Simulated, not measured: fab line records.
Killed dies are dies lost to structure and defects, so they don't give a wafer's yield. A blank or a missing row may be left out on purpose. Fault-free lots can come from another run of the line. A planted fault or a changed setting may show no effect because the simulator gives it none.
fab line records | flow sky130
record: lots: 5 wafers: 15 last-day: 49
route steps=708 shown PAD_OPEN@695
lots that met no fault: taken from a fault-free run of the same line
start-h: hours from the record's first day to the start of the lot's first wafer shown | wait-h: hours from the lot's prior step to this one | " unchanged from the row above | L1.1+2: one row covering several wafers at once | - value missing, or start not given | * or withheld: withheld | < > ~ a bound
route shown NAME@n: NAME is a module with steps in the file, n the number in the route of the first one | usual: the fault-free wafers' mean and standard deviation | same: alike in all rows | chamber/n: place in a boat | sites: per-site readings | _std_site: the standard deviation of these | _edge_site: mean of outer sites minus mean of inner sites | radius-mm: for every site, how far away it sits from the centre of the wafer | mask NAME#n: copy n | behind: tool/chamber where the wafer was last shaped | hold: reason for holding the lot/hours on hold/outcome of the hold | device: transistor that didn't switch, given as n, p or np | end of line: at the end of the route, the tests of the same wafers | where a step has no rows: the recipe by itself | killed: dies lost to structure and defects at the first sort, not the wafer's yield | map: shows each die of a wafer: x if killed, . if not, _ if none is there
set.NAME: the setting as run; set.NAME@STEP: as run at that earlier step | model.NAME: the simulator's own value behind a step, which no gauge read
lots at selected steps of the route; one table per step, one row per wafer
services: a tool's chamber out of use, with start hour (start-h, from the record's first day; less than 0 if before it), hours out, and reason
== steps ==
step: SKY_PAD_OPEN_HMDS_01
recipe: prime-time-s: 60 prime-temp-c: 120
usual: chill-plate-temp-C: 22.99/0.092
columns lot.wafer tool chamber start-h wait-h chill-plate-temp-C
L077.1 litho-track-01 0 1081.72 0.1 23.00
L077.3 " 0 " " 22.99
L077.6 " 0 " " 23.02
L080.2 litho-track-02 0 1091.53 0.1 22.83
L080.3 " 0 " " 22.90
L080.5 " 0 " " 23.06
L088.1 litho-track-03 0 1141.72 0.1 22.94
L088.3 " 0 " " 23.05
L088.6 " 0 " " 23.02
L094.2 litho-track-01 0 1166.70 0.1 22.90
L094.4 " 0 " " 23.12
L094.5 " 0 " " 22.95
L095.2 litho-track-03 0 1174.44 0.1 23.02
L095.3 " 0 " " 23.03
L095.4 " 0 " " 22.94
step: SKY_PAD_OPEN_COAT_02
recipe: spin-rpm: 2000 resist-thk-nm: 3000
usual: chill-plate-temp-C: 22.98/0.12
columns lot.wafer tool chamber start-h wait-h chill-plate-temp-C
L077.1 litho-track-01 0 1081.87 0.1 23.19
L077.3 " 0 " " 22.77
L077.6 " 0 " " 22.87
L080.2 litho-track-02 0 1091.68 0.1 22.99
L080.3 " 0 " " 23.01
L080.5 " 0 " " 22.95
L088.1 litho-track-03 0 1141.87 0.1 22.89
L088.3 " 0 " " 22.94
L088.6 " 0 " " 22.82
L094.2 litho-track-01 0 1166.85 0.1 22.89
L094.4 " 0 " " 23.03
L094.5 " 0 " " 22.89
L095.2 litho-track-03 0 1174.59 0.1 23.11
L095.3 " 0 " " 23.07
L095.4 " 0 " " 23.07
step: SKY_PAD_OPEN_SOFTBAKE_03
recipe: temp-c: 110 time-s: withheld
usual: chill-plate-temp-C: 23.01/0.11 heater-power-total-W: 65.33/0.14
columns lot.wafer tool chamber start-h wait-h chill-plate-temp-C heater-power-total-W
L077.1 litho-track-01 0 1082.02 0.1 23.09 65.51
L077.3 " 0 " " 23.22 65.55
L077.6 " 0 " " 23.10 65.32
L080.2 litho-track-02 0 1091.84 0.1 23.18 65.12
L080.3 " 0 " " 23.22 65.37
L080.5 " 0 " " 23.09 65.35
L088.1 litho-track-03 0 1142.02 0.1 23.13 65.20
L088.3 " 0 " " 23.13 65.21
L088.6 " 0 " " 22.97 65.12
L094.2 litho-track-01 0 1167.01 0.1 23.01 65.50
L094.4 " 0 " " 23.02 65.13
L094.5 " 0 " " 22.79 65.42
L095.2 litho-track-03 0 1174.75 0.1 22.78 65.49
L095.3 " 0 " " 23.12 65.44
L095.4 " 0 " " 22.88 65.40
step: SKY_PAD_OPEN_EXPOSE_04
recipe: mask-id: PDM target-cd-nm: 60000 na: 0.57 dose-mj: 260
usual: exposure-dose-mJ-cm2: 259.98/0.24
columns lot.wafer tool chamber start-h wait-h mask exposure-dose-mJ-cm2
L077.1 iline-stepper-02 0 - - PDM#0 260.01
L077.3 " 0 " " PDM#0 260.04
L077.6 " 0 " " PDM#0 260.43
L080.2 iline-stepper-02 0 - - PDM#0 260.18
L080.3 " 0 " " PDM#0 260.24
L080.5 " 0 " " PDM#0 260.11
L088.1 iline-stepper-02 0 - - PDM#0 259.72
L088.3 " 0 " " PDM#0 259.60
L088.6 " 0 " " PDM#0 259.66
L094.2 iline-stepper-02 0 - - PDM#0 260.04
L094.4 " 0 " " PDM#0 259.80
L094.5 " 0 " " PDM#0 259.96
L095.2 iline-stepper-02 0 - - PDM#0 260.08
L095.3 " 0 " " PDM#0 260.11
L095.4 " 0 " " PDM#0 260.17
step: SKY_PAD_OPEN_PEB_05
recipe: temp-c: 115 time-s: withheld
usual: chill-plate-temp-C: 22.99/0.1 heater-power-total-W: 69.35/0.13
columns lot.wafer tool chamber start-h wait-h chill-plate-temp-C heater-power-total-W
L077.1 litho-track-02 0 - - 23.07 69.46
L077.3 " 0 " " 23.04 69.46
L077.6 " 0 " " 22.95 69.16
L080.2 litho-track-02 0 - - 22.98 69.18
L080.3 " 0 " " 22.81 69.22
L080.5 " 0 " " 22.98 69.14
L088.1 litho-track-02 0 - - 23.05 69.43
L088.3 " 0 " " 23.18 69.53
L088.6 " 0 " " 22.92 69.24
L094.2 litho-track-01 0 - - 22.98 69.29
L094.4 " 0 " " 23.07 69.49
L094.5 " 0 " " 23.03 69.28
L095.2 litho-track-03 0 - - 23.08 69.38
L095.3 " 0 " " 23.12 69.53
L095.4 " 0 " " 23.05 69.32
step: SKY_PAD_OPEN_DEVELOP_06
recipe: develop-time-s: 60 dev-temp-c: 23
usual: chill-plate-temp-C: 23.00/0.099
columns lot.wafer tool chamber start-h wait-h chill-plate-temp-C
L077.1 litho-track-02 0 - - 22.98
L077.3 " 0 " " 23.06
L077.6 " 0 " " 22.77
L080.2 litho-track-02 0 - - 23.08
L080.3 " 0 " " 23.04
L080.5 " 0 " " 23.23
L088.1 litho-track-02 0 - - 23.17
L088.3 " 0 " " 23.04
L088.6 " 0 " " 23.03
L094.2 litho-track-01 0 - - 22.91
L094.4 " 0 " " 22.95
L094.5 " 0 " " 23.01
L095.2 litho-track-03 0 - - 23.11
L095.3 " 0 " " 23.03
L095.4 " 0 " " 23.00
step: SKY_PAD_OPEN_ETCH_07
recipe: chemistry: CF4/O2 target-depth-nm: 725 stop-on: AlCu source-w: 800 bias-w: 150 pressure-mtorr: 150 cf4-flow-sccm: 80 O2_flow_sccm: 10 time-s: 161.1
usual: drypump-motor-current-A: 5.8/0.31 oes-product-au: 0.978/0.0073 throttle-valve-pct: 5.964/0.0094
columns lot.wafer tool chamber start-h wait-h drypump-motor-current-A oes-product-au rf-hours-counter-h throttle-valve-pct
L077.1 rie-diel-01 3 1092.36 - 6.0 0.977 31 5.967
L077.3 " 0 " " 6.2 0.978 24 5.948
L077.6 " 0 " " 6.2 0.976 - 5.956
L080.2 rie-diel-02 0 1101.76 - 5.7 0.980 7 5.969
L080.3 " 2 " " 5.5 0.973 16 5.968
L080.5 " 0 " " 5.8 0.988 - 5.969
L088.1 rie-diel-03 2 1150.61 - 5.4 0.975 29 5.969
L088.3 " 0 " " 5.9 0.982 20 5.972
L088.6 " 3 " " 5.6 0.968 - 5.968
L094.2 rie-diel-02 3 1174.92 - 5.2 0.986 11 5.946
L094.4 " 1 " " 5.9 0.970 21 5.967
L094.5 " 2 " " 5.5 0.984 - 5.972
L095.2 rie-diel-02 2 1182.92 - 5.5 0.977 20 5.965
L095.3 " 1 " " 5.9 0.972 21 5.955
L095.4 " 0 " " 5.8 0.992 10 5.966
step: SKY_PAD_OPEN_STRIP_08
recipe: chemistry: O2/N2 power-w: 1400 pressure-mtorr: 1500 platen-temp-c: withheld overash-fraction: 0.7 o2-flow-sccm: 3000 n2-flow-sccm: 300
usual: drypump-motor-current-A: 5.4/0.47 oes-product-au: 0.663/0.0042 strip-time-to-endpoint-s: 37.09/0.093
columns lot.wafer tool chamber start-h wait-h drypump-motor-current-A oes-product-au rf-hours-counter-h strip-time-to-endpoint-s
L077.1 plasma-asher-03 0 1092.46 0.1 4.9 0.664 96 37.03
L077.3 " 0 " " 4.8 0.664 - 37.17
L077.6 " 1 " " 5.0 0.657 - 37.28
L080.2 plasma-asher-03 0 1101.86 0.1 4.8 0.661 97 37.20
L080.3 " 1 " " 5.0 0.663 - 37.04
L080.5 " 1 " " 5.0 0.667 - 37.15
L088.1 plasma-asher-02 1 1150.71 0.1 5.5 0.656 71 37.06
L088.3 " 1 " " 5.5 0.665 - 37.10
L088.6 " 1 " " 5.5 0.656 - 37.14
L094.2 plasma-asher-03 1 1175.03 0.1 5.0 0.666 104 37.02
L094.4 " 0 " " 4.8 0.654 - 37.01
L094.5 " 1 " " 5.0 0.663 - 37.09
L095.2 plasma-asher-04 0 1183.02 0.1 5.6 0.667 45 37.11
L095.3 " 0 " " 5.6 0.662 - 37.14
L095.4 " 1 " " 5.7 0.667 - 37.13
step: SKY_PAD_OPEN_STRIP_09
recipe: chemistry: post-etch-residue-remover time-s: 1200 temp-c: 72.5
columns lot.wafer tool chamber start-h wait-h
L077.1+3+6 wet-bench-02 3 1092.56 0.1
L080.2+3+5 wet-bench-02 3 1101.96 0.1
L088.1+3+6 wet-bench-03 0 1150.81 0.1
L094.2+4+5 wet-bench-04 1 1175.13 0.1
L095.2+3+4 wet-bench-02 3 1183.12 0.1
step: SKY_PAD_OPEN_CLEAN_10
recipe: chemistry: IPA time-s: 180 temp-c: 25
columns lot.wafer tool chamber start-h wait-h
L077.1+3+6 wet-bench-03 3 1092.90 0.0
L080.2+3+5 wet-bench-04 2 1102.34 0.0
L088.1+3+6 wet-bench-02 0 1151.16 0.0
L094.2+4+5 wet-bench-03 2 1175.47 0.0
L095.2+3+4 wet-bench-04 2 1183.53 0.0
step: SKY_PAD_OPEN_CLEAN_11
recipe: chemistry: O3/DIW dry: n2-spin
columns lot.wafer tool chamber start-h wait-h
L077.1+3+6 wet-bench-02 1 1092.96 0.0
L080.2+3+5 wet-bench-02 3 1102.39 0.0
L088.1+3+6 wet-bench-03 3 1151.22 0.0
L094.2+4+5 wet-bench-04 3 1175.53 0.0
L095.2+3+4 wet-bench-03 0 1183.77 0.2
step: SKY_PAD_OPEN_ANNEAL_12
recipe: temp-c: 402.3 time-s: withheld ambient: N2/H2 idle-temp-c: 300 ramp-up-c-per-min: 8 ramp-down-c-per-min: 4
usual: spike-tc-centre-C: 403.3/1.5 spike-tc-lower-C: 402.1/1.5
columns lot.wafer tool chamber start-h wait-h spike-tc-centre-C spike-tc-lower-C
L077.1 furnace-01 0 1093.05 0.0 403.6 403.2
L077.3 " 0 " " 401.5 403.5
L077.6 " 0 " " 402.6 403.4
L080.2 furnace-01 0 1102.49 0.0 403.9 403.9
L080.3 " 0 " " 402.3 403.6
L080.5 " 0 " " 400.2 404.6
L088.1 furnace-01 0 1151.31 0.0 403.1 403.4
L088.3 " 0 " " 402.6 400.9
L088.6 " 0 " " 401.1 402.9
L094.2 furnace-01 0 1175.62 0.0 403.0 404.3
L094.4 " 0 " " 402.0 403.1
L094.5 " 0 " " 401.7 401.6
L095.2 furnace-02 0 1183.86 0.0 405.9 399.5
L095.3 " 0 " " 406.5 401.6
L095.4 " 0 " " 404.3 402.2
step: SKY_PAD_OPEN_BOW_MEAS_13
recipe: mode: bow
usual: PAD_OPEN_BOW: 47/7.7
columns lot.wafer tool chamber start-h wait-h PAD_OPEN_BOW[um]
L077.1 film-metro-03 - 1094.55 - 54
L077.3 " - " " 29
L077.6 " - " " 52
L080.2 film-metro-02 - 1104.01 - 54
L080.3 " - " " 46
L080.5 " - " " 39
L088.1 film-metro-04 - 1152.81 - 48
L088.3 " - " " 61
L088.6 " - " " 50
L094.2 film-metro-04 - 1177.14 - 45
L094.4 " - " " 47
L094.5 " - " " 48
L095.2 film-metro-04 - 1185.38 - 38
L095.3 " - " " 51
L095.4 " - " " 47
step: SKY_PAD_OPEN_PROBE_99
usual: defect-limited-yield: 82.6/2 killed_at_M0_to_M3: 43/7.1 killed_at_M4_up: 3.0/1.9 killed-at-contacts: 24/5 killed-at-front-end: 15/4.3 killed-at-other: 0.3/0.5 killed-dies: 85/9.6 killed-open: 46/7.1 killed-short: 39/6.8 sort_bin_3_pad_short: 0.9/0.42 sort_bin_5_function: 10.2/1.4 sort_bin_6_memory: 6.3/1.2 sort-n-pass: 407/9.6 sort-yield-pct: 82.6/2
same: gross-dies: 492 killed-at-back-side: 0 sort_bin_4_leakage[%]: 0 sort_bin_8_speed[%]: 0
columns lot.wafer tool chamber start-h wait-h defect-limited-yield[%] killed_at_M0_to_M3 killed_at_M4_up killed-at-contacts killed-at-front-end killed-at-other killed-dies killed-open killed-short sort_bin_3_pad_short[%] sort_bin_5_function[%] sort_bin_6_memory[%] sort-n-pass sort-yield-pct[%]
L088.1 prober-01 - 1152.93 0.1 80.1 44 3 28 22 1 98 50 48 1.0 11.2 7.7 394 80.1
L088.3 prober-01 - 1153.03 0.2 86.4 38 2 16 11 0 67 38 29 0.4 8.1 5.1 425 86.4
L088.6 prober-01 - 1153.18 0.2 82.3 43 3 25 16 0 87 46 41 1.0 10.4 6.3 405 82.3
killed by level:class
L088.1 CONTACT:geometric-particle:open=12 FIELD_ISO:geometric-particle:short=8 VIA2:geometric-particle:open=7 VIA1:geometric-particle:open=7 LI_CONTACT:geometric-particle:open=7 VIA1:geometric-particle:short=7 VIA3:geometric-particle:short=7 CONTACT:geometric-particle:short=5
L088.3 VIA1:geometric-particle:open=8 LI_CONTACT:geometric-particle:open=5 CONTACT:geometric-particle:open=5 VIA1:geometric-particle:short=5 METAL2:geometric-particle:short=5 VIA2:geometric-particle:open=5 VIA3:geometric-particle:open=5 FIELD_ISO:geometric-particle:open=4
L088.6 VIA3:geometric-particle:open=10 VIA1:geometric-particle:open=9 CONTACT:geometric-particle:open=7 LI_CONTACT:geometric-particle:open=7 CONTACT:geometric-particle:short=7 VIA1:geometric-particle:short=7 FIELD_ISO:geometric-particle:short=5 METAL1:geometric-particle:short=5
== services ==
columns tool chamber start-h hours kind
rie-diel-02 - 1072.22 6.1 repair
rie-diel-01 2 1074.59 98.9 repair
rie-diel-03 3 1082.09 18.3 repair
furnace-02 - 1090.93 3.5 pm
iline-stepper-02 - 1093.06 1.7 pm
rie-diel-03 - 1093.53 1.4 repair
furnace-01 - 1095.59 2.9 pm
plasma-asher-04 - 1101.57 0.6 repair
wet-bench-03 - 1102.64 4.4 pm
rie-diel-01 - 1118.92 2.8 pm
furnace-01 - 1131.61 3.5 pm
rie-diel-01 1 1136.12 17.9 repair
wet-bench-03 - 1140.63 6.7 repair
rie-diel-03 1 1148.87 12.9 repair
plasma-asher-03 - 1149.40 1.8 repair
plasma-asher-02 - 1162.59 3.7 repair
rie-diel-03 0 1163.36 4.7 repair
plasma-asher-02 - 1171.20 0.3 repair
rie-diel-01 3 1173.45 - clean
rie-diel-01 3 1173.45 - consumable-replace:focus-ring
rie-diel-01 3 1173.45 18.0 scheduled-down
rie-diel-01 3 1173.45 18.0 vent-cycle
iline-stepper-02 - 1173.89 0.9 repair
rie-diel-02 1 1176.92 2.3 repair
== key ==
fault none
